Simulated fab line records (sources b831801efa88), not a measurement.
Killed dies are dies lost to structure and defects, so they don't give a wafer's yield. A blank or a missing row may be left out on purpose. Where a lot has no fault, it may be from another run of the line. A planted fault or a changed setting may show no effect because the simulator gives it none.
fab line records ; flow sky130 ; part 2 of 2: steps 24 to 32 of 32
[record] lots = 5; wafers = 15; lastDay = 50
route steps=708 shown METAL5@676 PASSIVATION@681 PAD_OPEN@694
lots that met no fault: from a run of the same line without faults
startH: hours from the record's opening day to when the first of the lot's shown wafers began ; waitH: hours since the lot's step before ; " unchanged from the row above ; L1.1+2: a single row standing in for several wafers ; - either no value or no given start ; * or withheld: withheld ; < > ~ a bound
route shown NAME@n: a module of which the file shows steps, and the number in the route of the first ; usual: mean/standard deviation taken from wafers without a fault ; same: alike in all rows ; chamber/n: place in a boat ; sites: readings site by site ; _std_site: standard deviation across them ; _edge_site: the outer-site mean with the inner-site mean subtracted ; radiusMm: for every site, how far away it sits from the centre of the wafer ; mask NAME#n: copy n ; behind: the last tool/chamber to shape the wafer ; hold: the reason the lot was held/the length of the hold in hours/how it ended ; device: whichever transistor did not switch (one of n, p or np) ; end of line: tests of these same wafers at the route's end ; step lacking rows: just its recipe ; killed: at the first sort, the dies lost to defects and structure; wafer yield is something else ; map: the dies of a wafer, with x for killed, . for not killed, _ for no die there
set.NAME: setting as actually run; set.NAME@STEP: the setting as run at that earlier step ; model.NAME: the simulator's own value behind a step, which no gauge read
a table for each step, a row for each wafer; lots at some steps of the route
services: from which hour (startH, from the record's first day; less than 0 if before it) a tool's chamber was out of use, for how many hours, and why
[[steps]]
[step SKY_PAD_OPEN_PEB_05]
[recipe] tempC = 115; timeS = withheld
[usual] exhaustPa = 45.1/0.91; resistLineTempC = 23.00/0.1
lot.wafer;tool;chamber;startH;waitH;exhaustPa;resistLineTempC
L076.3;lithoTrack-04;0;-;-;45.9;23.07
L076.4;lithoTrack-04;0;-;-;45.8;22.95
L076.5;lithoTrack-04;0;-;-;45.7;22.90
L077.2;lithoTrack-04;0;-;-;45.0;23.04
L077.4;lithoTrack-04;0;-;-;44.6;22.93
L077.5;lithoTrack-04;0;-;-;45.4;22.92
L088.3;lithoTrack-03;0;-;-;44.8;22.89
L088.4;lithoTrack-03;0;-;-;45.4;23.04
L088.5;lithoTrack-03;0;-;-;44.7;23.04
L092.1;lithoTrack-01;0;-;-;45.0;23.01
L092.5;lithoTrack-01;0;-;-;46.4;23.08
L092.6;lithoTrack-01;0;-;-;46.0;23.09
L093.1;lithoTrack-03;0;-;-;47.0;23.11
L093.2;lithoTrack-03;0;-;-;46.2;23.10
L093.5;lithoTrack-03;0;-;-;45.3;23.07
[step SKY_PAD_OPEN_DEVELOP_06]
[recipe] developTimeS = 60; devTempC = 22.59
[usual] exhaustPa = 44.9/0.93; resistLineTempC = 22.99/0.11
[same] developTimeS = 60
lot.wafer;tool;chamber;startH;waitH;exhaustPa;resistLineTempC
L076.3;lithoTrack-04;0;-;-;46.4;22.87
L076.4;lithoTrack-04;0;-;-;45.9;22.91
L076.5;lithoTrack-04;0;-;-;44.8;23.00
L077.2;lithoTrack-04;0;-;-;45.8;23.12
L077.4;lithoTrack-04;0;-;-;45.5;23.12
L077.5;lithoTrack-04;0;-;-;44.8;23.10
L088.3;lithoTrack-03;0;-;-;45.3;22.85
L088.4;lithoTrack-03;0;-;-;44.9;22.85
L088.5;lithoTrack-03;0;-;-;45.4;22.96
L092.1;lithoTrack-01;0;-;-;44.9;22.97
L092.5;lithoTrack-01;0;-;-;45.8;23.21
L092.6;lithoTrack-01;0;-;-;44.3;23.09
L093.1;lithoTrack-03;0;-;-;46.1;22.99
L093.2;lithoTrack-03;0;-;-;45.7;22.96
L093.5;lithoTrack-03;0;-;-;42.8;22.86
[step SKY_PAD_OPEN_ETCH_07]
[recipe] chemistry = CF4/O2; targetDepthNm = 725; stopOn = AlCu; sourceW = 800; biasW = 150; pressureMtorr = 150; cf4FlowSccm = 80; O2_flow_sccm = 10; timeS = 161.1
[usual] drypumpMotorCurrentA = 5.8/0.41; oesProductAu = 0.976/0.0065; throttleValvePct = 5.964/0.0093
[same] timeS = 161.1
lot.wafer;tool;chamber;startH;waitH;drypumpMotorCurrentA;oesProductAu;rfHoursCounterH;throttleValvePct
L076.3;rieDiel-03;0;1090.35;-;5.2;0.974;16;5.966
L076.4;rieDiel-03;3;1090.35;-;5.8;0.980;16;5.967
L076.5;rieDiel-03;2;1090.35;-;5.8;0.986;-;5.958
L077.2;rieDiel-03;3;1094.55;-;5.9;0.973;17;5.970
L077.4;rieDiel-03;2;1094.55;-;5.8;0.983;14;5.957
L077.5;rieDiel-03;3;1094.55;-;5.8;0.980;-;5.961
L088.3;rieDiel-01;0;1174.81;-;5.4;0.969;21;5.966
L088.4;rieDiel-01;2;1174.81;-;5.8;0.981;23;5.963
L088.5;rieDiel-01;3;1174.81;-;6.2;0.978;-;5.961
L092.1;rieDiel-02;0;1183.33;-;5.3;0.972;12;5.967
L092.5;rieDiel-02;3;1183.33;-;6.1;0.977;-;5.956
L092.6;rieDiel-02;2;1183.33;-;6.1;0.977;-;5.962
L093.1;rieDiel-02;2;1192.86;-;6.1;0.969;20;5.954
L093.2;rieDiel-02;1;1192.86;-;6.2;0.975;21;5.969
L093.5;rieDiel-02;3;1192.86;-;6.2;0.974;-;5.949
[step SKY_PAD_OPEN_STRIP_08]
[recipe] chemistry = O2/N2; powerW = 1400; pressureMtorr = 1500; platenTempC = withheld; overashFraction = 0.7; o2FlowSccm = 3000; n2FlowSccm = 300
[usual] drypumpMotorCurrentA = 5.5/0.39; oesProductAu = 0.663/0.0042; stripTimeToEndpointS = 37.06/0.12
lot.wafer;tool;chamber;startH;waitH;drypumpMotorCurrentA;oesProductAu;rfHoursCounterH;stripTimeToEndpointS
L076.3;plasmaAsher-04;1;1090.49;0.1;5.2;0.664;-;36.90
L076.4;plasmaAsher-04;0;1090.49;0.1;5.8;0.667;-;36.80
L076.5;plasmaAsher-04;1;1090.49;0.1;5.2;0.669;-;36.70
L077.2;plasmaAsher-04;0;1094.65;0.1;5.7;0.666;35;36.92
L077.4;plasmaAsher-04;0;1094.65;0.1;5.8;0.659;-;36.83
L077.5;plasmaAsher-04;0;1094.65;0.1;5.8;0.666;-;36.80
L088.3;plasmaAsher-01;1;1174.95;0.1;5.7;0.660;-;37.06
L088.4;plasmaAsher-01;0;1174.95;0.1;4.9;0.662;-;37.16
L088.5;plasmaAsher-01;1;1174.95;0.1;5.7;0.663;-;37.05
L092.1;plasmaAsher-02;1;1183.44;0.1;5.2;0.664;11;37.05
L092.5;plasmaAsher-02;1;1183.44;0.1;5.2;0.666;-;37.18
L092.6;plasmaAsher-02;0;1183.44;0.1;6.1;0.664;-;37.10
L093.1;plasmaAsher-04;1;1192.97;0.1;5.2;0.667;44;36.94
L093.2;plasmaAsher-04;0;1192.97;0.1;5.7;0.665;44;37.01
L093.5;plasmaAsher-04;1;1192.97;0.1;5.2;0.665;-;36.94
[step SKY_PAD_OPEN_STRIP_09]
[recipe] chemistry = postEtchResidueRemover; timeS = 1200; tempC = 72.5
[same] timeS = 1200
lot.wafer;tool;chamber;startH;waitH
L076.3+4+5;wetBench-01;3;1090.55;0.0
L077.2+4+5;wetBench-01;0;1094.75;0.1
L088.3+4+5;wetBench-02;2;1175.02;0.0
L092.1+5+6;wetBench-04;0;1183.54;0.1
L093.1+2+5;wetBench-04;0;1193.07;0.1
[step SKY_PAD_OPEN_CLEAN_10]
[recipe] chemistry = IPA; timeS = 180; tempC = 25
[same] timeS = 180
lot.wafer;tool;chamber;startH;waitH
L076.3+4+5;wetBench-01;2;1090.93;0.0
L077.2+4+5;wetBench-01;3;1095.13;0.0
L088.3+4+5;wetBench-01;0;1175.36;0.0
L092.1+5+6;wetBench-02;3;1183.88;0.0
L093.1+2+5;wetBench-04;1;1193.41;0.0
[step SKY_PAD_OPEN_CLEAN_11]
[recipe] chemistry = O3/DIW; dry = n2Spin
lot.wafer;tool;chamber;startH;waitH
L076.3+4+5;wetBench-01;1;1090.99;0.0
L077.2+4+5;wetBench-02;2;1095.19;0.0
L088.3+4+5;wetBench-02;2;1175.42;0.0
L092.1+5+6;wetBench-01;3;1183.95;0.0
L093.1+2+5;wetBench-04;1;1193.47;0.0
[step SKY_PAD_OPEN_ANNEAL_12]
[recipe] tempC = 400; timeS = withheld; ambient = N2/H2; idleTempC = 300; rampUpCPerMin = 8; rampDownCPerMin = 4
[usual] zonePowerLowerPct = 4.6/0.32
lot.wafer;tool;chamber;startH;waitH;zonePowerLowerPct
L076.3;furnace-01;0;1091.09;0.0;4.2
L076.4;furnace-01;0;1091.09;0.0;4.1
L076.5;furnace-01;0;1091.09;0.0;4.2
L077.2;furnace-02;0;1095.28;0.0;4.9
L077.4;furnace-02;0;1095.28;0.0;4.8
L077.5;furnace-02;0;1095.28;0.0;4.8
L088.3;furnace-01;0;1175.51;0.0;4.1
L088.4;furnace-01;0;1175.51;0.0;4.2
L088.5;furnace-01;0;1175.51;0.0;4.2
L092.1;furnace-02;0;1184.30;0.3;4.8
L092.5;furnace-02;0;1184.30;0.3;4.8
L092.6;furnace-02;0;1184.30;0.3;4.8
L093.1;furnace-01;0;1193.56;0.0;4.2
L093.2;furnace-01;0;1193.56;0.0;4.3
L093.5;furnace-01;0;1193.56;0.0;4.2
[step SKY_PAD_OPEN_BOW_MEAS_13]
[recipe] mode = bow
[usual] PAD_OPEN_BOW = 46/8.6
lot.wafer;tool;chamber;startH;waitH;PAD_OPEN_BOW[um]
L076.3;filmMetro-04;-;1092.63;-;38
L076.4;filmMetro-04;-;1092.63;-;41
L076.5;filmMetro-04;-;1092.63;-;26
L077.2;filmMetro-02;-;1096.80;-;51
L077.4;filmMetro-02;-;1096.80;-;50
L077.5;filmMetro-02;-;1096.80;-;52
L088.3;filmMetro-02;-;1177.05;-;54
L088.4;filmMetro-02;-;1177.05;-;50
L088.5;filmMetro-02;-;1177.05;-;53
L092.1;filmMetro-02;-;1185.80;-;39
L092.5;filmMetro-02;-;1185.80;-;42
L092.6;filmMetro-02;-;1185.80;-;44
L093.1;filmMetro-03;-;1195.06;-;40
L093.2;filmMetro-03;-;1195.06;-;52
L093.5;filmMetro-03;-;1195.06;-;59
[[services]]
tool;chamber;startH;hours;kind
pecvd-01;-;1024.26;0.3;repair
ilineStepper-02;-;1025.41;1.8;repair
rieDiel-01;-;1026.76;0.1;repair
furnace-02;-;1038.63;4.5;pm
ilineStepper-01;-;1041.86;4.5;repair
rieDiel-04;2;1046.80;6.5;repair
plasmaAsher-02;-;1055.25;9.0;pm
rieDiel-03;0;1064.96;16.3;repair
furnace-01;-;1081.57;2.9;pm
rieDiel-01;3;1082.75;11.8;repair
rieDiel-03;3;1084.10;5.6;repair
rieDiel-02;1;1090.37;2.0;repair
pecvd-03;0;1101.21;4.0;repair
ilineStepper-02;-;1101.54;1.7;pm
rieDiel-04;-;1102.79;0.8;repair
pecvd-04;-;1108.40;1.0;repair
ilineStepper-01;-;1111.58;1.7;pm
rieDiel-03;3;1114.40;9.1;repair
plasmaAsher-01;-;1136.22;1.1;repair
wetBench-01;-;1138.40;4.0;repair
pecvd-01;2;1150.74;3.9;repair
furnace-01;-;1178.98;7.5;repair
pecvd-04;-;1183.28;3.1;repair
rieDiel-04;1;1185.22;4.8;repair
